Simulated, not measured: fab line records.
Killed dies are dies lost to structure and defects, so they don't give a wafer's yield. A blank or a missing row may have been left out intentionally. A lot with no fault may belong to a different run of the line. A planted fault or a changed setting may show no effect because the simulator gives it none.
fab line records ; flow sky130
record lots=4; wafers=12; last-day=50
route steps=708 shown VIA1@472 METAL2@483 VIA2@507 PAD_OPEN@708
lots untouched by any fault: they come from a run of this same line in which no faults occurred
start-h: hours from the record's opening day to when the first of the lot's shown wafers began ; wait-h: hours from the lot's prior step to this one ; " unchanged from the row above ; L1.1+2: several wafers, shown together as one row ; - no value, or no start given ; * or withheld: withheld ; < > ~ a bound
route shown NAME@n: names a module that has steps shown in the file, with the first one's number in the route ; usual: mean/standard deviation of fault-free wafers ; same: alike in all rows ; chamber/n: place in a boat ; sites: the reading at each site ; _std_site: standard deviation across them ; _edge_site: mean of outer sites minus mean of inner sites ; radius-mm: how far each site lies from the wafer's centre ; mask NAME#n: copy n ; behind: the last tool/chamber to shape the wafer ; hold: reason for holding the lot/hours on hold/outcome of the hold ; device: transistor that didn't switch, given as n, p or np ; end of line: the route-end tests of the same wafers ; for a step that has no rows: nothing shown but its recipe ; killed: not the wafer's yield, but the dies lost to structure and defects at the first sort ; map: the dies of a wafer, with x for killed, . for not killed, _ for no die there
set.NAME: the setting that was run; set.NAME@STEP: the one run at that earlier step ; model.NAME: the simulator's own value behind a step, which no gauge read
a table for each step, a row for each wafer; lots at some steps of the route
services: from which hour (start-h, from the record's first day; less than 0 if before it) a tool's chamber was out of use, for how many hours, and why
## steps
# step SKY_VIA1_ETCH_14
# recipe chemistry=N2/H2; target=BARC; ion-energy-ev=200; source-w=500; bias-w=100; pressure-mtorr=30; n2-flow-sccm=100; h2-flow-sccm=200; stop-on=SiO2; time-s=45.9; target-depth-a=600
# step SKY_VIA1_ETCH_15
# recipe target=SiO2; chemistry=C4F8/O2/Ar; target-depth-nm=351; stop-on=TiN; mask-material=KrF-thick; source-w=1500; bias-w=1200; pressure-mtorr=40; c4f8-flow-sccm=withheld; O2_flow_sccm=6; Ar_flow_sccm=300; time-s=54
# step SKY_VIA1_STRIP_16
# recipe chemistry=O2/N2; power-w=1400; pressure-mtorr=1500; platen-temp-c=withheld; o2-flow-sccm=3000; n2-flow-sccm=300; overash-fraction=0.5
# step SKY_VIA1_STRIP_17
# recipe chemistry=post-etch-residue-remover; time-s=1200; temp-c=72.5
# step SKY_VIA1_CLEAN_18
# recipe chemistry=IPA; time-s=180; temp-c=25
# step SKY_VIA1_CLEAN_19
# recipe chemistry=O3/DIW; dry=n2-spin
# step SKY_VIA1_SPUTTER_20
# recipe material=TiN; target-thk-nm=20; chamber-pressure-pa=5; power-w=4000; time-s=80
# step SKY_VIA1_CVD_21
# recipe material=W; target-thk-nm=270; time-s=80.902; temp-c=400; pressure-torr=40
# step SKY_VIA1_CMP_24
# recipe stop-on=SiO2; t-overpolish-s=15; down-force-psi=3.5; platen-rpm=60; target-thk-nm=0; pad-velocity-m-s=0.94248
# step SKY_METAL2_SPUTTER_00
# recipe material=Ti; target-thk-nm=15; power-w=3000; time-s=10; chamber-pressure-pa=0.4
# step SKY_METAL2_SPUTTER_01
# recipe material=TiN; target-thk-nm=20; power-w=6500; time-s=16.7; chamber-pressure-pa=0.4
# usual throttle-valve-pct=29.9/1.1
lot.wafer;tool;chamber;start-h;wait-h;throttle-valve-pct
L367.2;pvd-sputter-01;-;847.51;0.0;31.2
L367.3;pvd-sputter-01;-;847.51;0.0;30.1
L367.6;pvd-sputter-01;-;847.51;0.0;30.1
L372.2;pvd-sputter-01;-;874.31;0.0;31.4
L372.4;pvd-sputter-01;-;874.31;0.0;31.6
L372.5;pvd-sputter-01;-;874.31;0.0;29.9
L376.1;pvd-sputter-01;-;903.33;0.0;31.2
L376.4;pvd-sputter-01;-;903.33;0.0;27.7
L376.5;pvd-sputter-01;-;903.33;0.0;31.3
L382.1;pvd-sputter-02;-;954.50;0.0;30.2
L382.3;pvd-sputter-02;-;954.50;0.0;31.2
L382.4;pvd-sputter-02;-;954.50;0.0;28.9
# step SKY_METAL2_SPUTTER_02
# recipe material=AlCu; target-thk-nm=250; power-w=10600; time-s=13.3; chamber-pressure-pa=0.4
# step SKY_METAL2_SPUTTER_03
# recipe material=Ti; target-thk-nm=5; power-w=3000; time-s=3.3; chamber-pressure-pa=0.4
# step SKY_METAL2_SPUTTER_04
# recipe material=TiN; target-thk-nm=70; power-w=6500; time-s=58.3; chamber-pressure-pa=0.4
# step SKY_METAL2_DEHYDRATE_07
# recipe temp-c=200; time-s=60
# step SKY_METAL2_HMDS_08
# recipe prime-time-s=60; prime-temp-c=120
# step SKY_METAL2_COAT_09
# recipe resist=BARC; temp-c=withheld; time-s=withheld; spin-rpm=3000; resist-thk-nm=60
# step SKY_METAL2_COAT_10
# recipe resist=KrF-thick; spin-rpm=3000; resist-thk-nm=450
# step SKY_METAL2_SOFTBAKE_11
# recipe temp-c=100; time-s=90; resist=KrF-thick
# step SKY_METAL2_EXPOSE_12
# recipe mask-id=MM2; na=0.8; source-shape=annular; sigma-inner=0.55; sigma-outer=0.85; target-cd-nm=140; dose-mj=28
# step SKY_METAL2_PEB_13
# recipe peb-temp-c=withheld; peb-time-s=withheld; resist=KrF-thick
# step SKY_METAL2_DEVELOP_14
# recipe develop-time-s=60; resist=KrF-thick; dev-temp-c=21
# step SKY_METAL2_DESCUM_17
# recipe chemistry=O2; source-power-w=150; bias-power-w=0; pressure-mtorr=10; temp-c=40; time-s=8
# step SKY_METAL2_ETCH_18
# recipe chemistry=N2/H2; target=BARC; ion-energy-ev=200; bias-w=100; pressure-mtorr=30; n2-flow-sccm=100; h2-flow-sccm=200; icp-w=500; stop-on=SiO2; time-s=45.9; target-depth-a=600
# step SKY_METAL2_METAL_ETCH_19
# recipe target-depth-a=3600; stop-on=SiO2; over-etch-frac=0.3; time-s=78; chemistry=Cl2/BCl3; resist-sidewall-deg=88; pressure-mtorr=10; icp-w=900; bias-w=48.5; Cl2_flow_sccm=60; bcl3-flow-sccm=30
# step SKY_METAL2_STRIP_20
# recipe chemistry=O2/N2; power-w=1400; pressure-mtorr=1500; platen-temp-c=withheld; o2-flow-sccm=3000; n2-flow-sccm=300; overash-fraction=0.5
# step SKY_METAL2_STRIP_21
# recipe chemistry=post-etch-residue-remover; time-s=1200; temp-c=72.5
# step SKY_METAL2_CLEAN_22
# recipe chemistry=IPA; time-s=180; temp-c=25
# step SKY_METAL2_CLEAN_23
# recipe chemistry=O3/DIW; dry=n2-spin
# step SKY_VIA2_HDPCVD_00
# recipe material=SiO2; target-thk-nm=1180; sigma-open-frac=0.3; time-s=196.7; temp-c=400; sih4-flow-sccm=60; pressure-mtorr=6
# step SKY_VIA2_CMP_02
# recipe material=SiO2; down-force-psi=4; platen-rpm=60; pad-velocity-m-s=0.94248
# step SKY_VIA2_DEHYDRATE_04
# recipe temp-c=200; time-s=60
# step SKY_VIA2_HMDS_05
# recipe prime-time-s=60; prime-temp-c=120
# step SKY_VIA2_COAT_06
# recipe resist=BARC; temp-c=withheld; time-s=withheld; spin-rpm=3000; resist-thk-nm=60
# step SKY_PAD_OPEN_PROBE_99
# usual defect-limited-yield=82.2/2; killed_at_M0_to_M3=45/7.2; killed_at_M4_up=3.0/1.8; killed-at-contacts=25/6.1; killed-at-front-end=14/4.4; killed-at-other=0.2/0.44; killed-dies=88/10; killed-open=48/7.4; killed-short=40/6.3; sort_bin_3_pad_short=0.9/0.41; sort_bin_5_function=10.6/1.5; sort_bin_6_memory=6.4/1.2; sort-n-pass=404/10; sort-yield-pct=82.2/2
# same gross-dies=492; killed-at-back-side=0; sort_bin_4_leakage[%]=0; sort_bin_8_speed[%]=0
lot.wafer;tool;chamber;start-h;wait-h;hold;defect-limited-yield[%];killed_at_M0_to_M3;killed_at_M4_up;killed-at-contacts;killed-at-front-end;killed-at-other;killed-dies;killed-open;killed-short;sort_bin_3_pad_short[%];sort_bin_5_function[%];sort_bin_6_memory[%];sort-n-pass;sort-yield-pct[%];model.etest.tester.sort-n-pass;model.etest.tester.sort-yield-pct;model.etest.tester.sort_bin_5_pct;model.etest.tester.sort_bin_3_pct
L367.2;prober-01;-;1120.07;0.1;-;82.3;38;5;26;17;1;87;41;46;1.4;8.9;7.3;405;82.3;405;82.32;8.943;1.423
L367.3;prober-01;-;1120.12;0.2;-;83.5;45;4;21;11;0;81;42;39;0.4;10.0;6.1;411;83.5;411;83.54;9.959;0.4065
L367.6;prober-01;-;1120.27;0.2;-;85.4;27;4;26;15;0;72;36;36;0.6;7.1;6.9;420;85.4;420;85.37;7.114;0.6098
L372.2;prober-02;-;1140.63;0.1;await-dispo/1.7h/release;74.4;85;1;26;14;0;126;36;40;2.6;15.7;7.3;366;74.4;366;74.39;15.65;2.642
L372.4;prober-02;-;1140.73;0.2;await-dispo/1.7h/release;75.0;93;0;19;11;0;123;35;38;2.2;16.5;6.3;369;75.0;369;75;16.46;2.236
L372.5;prober-02;-;1140.78;0.2;await-dispo/1.7h/release;75.4;82;2;21;16;0;121;39;41;1.8;15.4;7.3;371;75.4;371;75.41;15.45;1.829
L376.1;prober-02;-;1160.90;0.1;await-dispo/2.5h/release;74.2;90;3;28;6;0;127;43;37;2.6;17.7;5.5;365;74.2;365;74.19;17.68;2.642
L376.4;prober-02;-;1161.05;0.2;await-dispo/2.5h/release;73.4;95;1;21;14;0;131;42;37;2.0;19.1;5.5;361;73.4;361;73.37;19.11;2.033
L376.5;prober-02;-;1161.10;0.2;await-dispo/2.5h/release;70.9;84;1;43;14;1;143;62;41;3.0;16.7;9.3;349;70.9;349;70.94;16.67;3.049
L382.1;prober-02;-;1195.59;0.1;-;81.7;33;8;30;19;0;90;50;40;1.0;12.0;5.3;402;81.7;402;81.71;11.99;1.016
L382.3;prober-02;-;1195.69;0.2;-;81.3;51;4;23;14;0;92;55;37;0.8;10.4;7.5;400;81.3;400;81.3;10.37;0.813
L382.4;prober-02;-;1195.74;0.2;-;83.1;48;6;17;12;0;83;42;41;0.4;11.6;4.9;409;83.1;409;83.13;11.59;0.4065
# killed by level:class
L367.2 CONTACT:geometric-particle:short=9 METAL1:geometric-particle:short=9 VIA3:geometric-particle:open=9 LI_CONTACT:geometric-particle:open=6 VIA2:geometric-particle:open=6 FIELD_ISO:geometric-particle:short=5 FIELD_ISO:geometric-particle:open=5 LI_CONTACT:geometric-particle:short=5
L367.3 VIA2:geometric-particle:open=10 LI_CONTACT:geometric-particle:open=9 VIA1:geometric-particle:open=7 METAL1:geometric-particle:short=7 CONTACT:geometric-particle:open=5 VIA3:geometric-particle:open=5 SPACER:geometric-particle:short=4 METAL2:geometric-particle:short=4
L367.6 VIA2:geometric-particle:open=8 LOCAL_INTERCONNECT:geometric-particle:short=7 CONTACT:geometric-particle:short=6 FIELD_ISO:geometric-particle:open=5 LI_CONTACT:geometric-particle:open=5 POLY_GATE:geometric-particle:open=4 CONTACT:geometric-particle:open=4 VIA1:geometric-particle:short=4
L372.2 METAL2:unspecified=50 CONTACT:geometric-particle:open=9 VIA1:geometric-particle:open=8 POLY_GATE:geometric-particle:short=6 LOCAL_INTERCONNECT:geometric-particle:short=6 CONTACT:geometric-particle:short=6 LI_CONTACT:geometric-particle:open=4 VIA2:geometric-particle:open=4
L372.4 METAL2:unspecified=50 VIA1:geometric-particle:open=8 CONTACT:geometric-particle:open=7 VIA1:geometric-particle:short=7 VIA2:geometric-particle:open=7 LOCAL_INTERCONNECT:geometric-particle:short=6 FIELD_ISO:geometric-particle:short=5 POLY_GATE:geometric-particle:short=4
L372.5 METAL2:unspecified=41 CONTACT:geometric-particle:open=8 VIA1:geometric-particle:open=8 VIA3:geometric-particle:short=7 FIELD_ISO:geometric-particle:open=5 VIA2:geometric-particle:open=5 POLY_GATE:geometric-particle:short=4 CONTACT:geometric-particle:short=4
L376.1 METAL2:unspecified=47 VIA1:geometric-particle:open=14 METAL1:geometric-particle:short=11 LI_CONTACT:geometric-particle:open=9 CONTACT:geometric-particle:open=9 CONTACT:geometric-particle:short=7 VIA2:geometric-particle:short=4 FIELD_ISO:geometric-particle:short=3
L376.4 METAL2:unspecified=52 VIA1:geometric-particle:open=15 VIA1:geometric-particle:short=6 VIA3:geometric-particle:open=6 LI_CONTACT:geometric-particle:short=5 LI_CONTACT:geometric-particle:open=5 CONTACT:geometric-particle:short=5 POLY_GATE:geometric-particle:open=4
L376.5 METAL2:unspecified=40 CONTACT:geometric-particle:open=21 VIA3:geometric-particle:open=12 CONTACT:geometric-particle:short=9 METAL1:geometric-particle:short=7 LI_CONTACT:geometric-particle:open=6 VIA1:geometric-particle:open=6 FIELD_ISO:geometric-particle:short=4
L382.1 VIA1:geometric-particle:open=11 CONTACT:geometric-particle:open=10 POLY_GATE:geometric-particle:open=7 LI_CONTACT:geometric-particle:open=6 LOCAL_INTERCONNECT:geometric-particle:short=6 CONTACT:geometric-particle:short=6 VIA3:geometric-particle:open=6 FIELD_ISO:geometric-particle:short=5
L382.3 CONTACT:geometric-particle:open=12 VIA1:geometric-particle:open=11 VIA3:geometric-particle:open=9 METAL3:geometric-particle:short=7 VIA2:geometric-particle:open=6 FIELD_ISO:geometric-particle:open=5 VIA1:geometric-particle:short=5 LI_CONTACT:geometric-particle:open=4
L382.4 VIA3:geometric-particle:open=10 METAL1:geometric-particle:short=7 VIA1:geometric-particle:open=7 METAL2:geometric-particle:short=6 VIA2:geometric-particle:open=6 VIA1:geometric-particle:short=5 CONTACT:geometric-particle:open=5 METAL4:geometric-particle:short=5
# map L372.2 (x killed, . not)
__________.......x.._________
________......x......._______
______x.x....x.x.x...x.._____
_____...................x____
____.x..........x..x......___
___..........x.........x...__
__..x......................._
_....x...x...x........xxx.x..
_.xx...x.x....x..x....x....xx
_..x.xxxxx......x.....x......
_..xxxxxxx..x..x..xxx...x..x.
_x.xxxxxxx.......x.xxx.....x.
_xxxxxxxxx...x...x..xxx......
_xxxxxxxxx...x....x..........
_.xxxxxxxx..x.x..x...x.......
__..xxxx.....xx............._
___.x...x.......x..........__
____.x................x...___
_____.......xx.x.....x...____
______.............x...._____
________..x.....x....x_______
__________x...xx...x_________
# map L376.5 (x killed, . not)
__________.x...x..x._________
________....x.x.....x._______
______........x.......x._____
_____..........x.x......x____
____.x.........xx.x...xx..___
___........x..x..x....x.x..__
__.....x...x....x.x..xxx.xx._
_.xxx....x.x..x.....xx...xxx.
_.........xxx....x..x........
_....x...x...xxx.x.....x.x.x.
_x........xxxxxxx.x.x.x...xx.
_.x.x....xxxxxxxxx...........
_...x....xxxxxxxxxx.x........
_..x......xxxxxx.xx...xx.x...
_....x....xxxxxx..x....x.....
__.....x......x.......x..x.._
___.xxx...x.x......x....x..__
____..x......x..x...xx....___
_____..xxx.....x..xx...x.____
______..x..............._____
________....x..x....x._______
__________..x..x...x_________
## services
tool;chamber;start-h;hours;kind
pvd-sputter-01;2;840.75;-;consumable-replace:kit
pvd-sputter-01;2;840.75;18.0;scheduled-down
pvd-sputter-01;2;840.75;18.0;vent-cycle
pvd-sputter-02;0;851.05;-;consumable-replace:kit
pvd-sputter-02;0;851.05;18.0;scheduled-down
pvd-sputter-02;0;851.05;18.0;vent-cycle
pvd-sputter-01;-;878.44;4.8;repair
pvd-sputter-01;1;953.44;-;consumable-replace:kit
pvd-sputter-01;1;953.44;18.0;scheduled-down
pvd-sputter-01;1;953.44;18.0;vent-cycle
## key
first-sign step=SKY_PAD_OPEN_PROBE_99; reading=killed_at_M0_to_M3; direction=up; sigmas=6; usual=45; struck=88
effect step=SKY_PAD_OPEN_PROBE_99; reading=sort_bin_5_function; direction=up; sigmas=4.2; usual=10.6; struck=16.8
model-effect step=SKY_PAD_OPEN_PROBE_99; value=etest.tester.sort-n-pass; without=402.7; struck=363.5
met-at SKY_METAL2_SPUTTER_01
struck-wafers L372.2,L372.4,L372.5,L376.1,L376.4,L376.5
onset-between 847.51 874.31
fault kind=chamber-particle-source; tool=pvd-sputter-01; chamber=-; onset-h=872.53; steps=SKY_METAL2_SPUTTER_01; rate-per-visit-cm2=0.66292; end-h=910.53
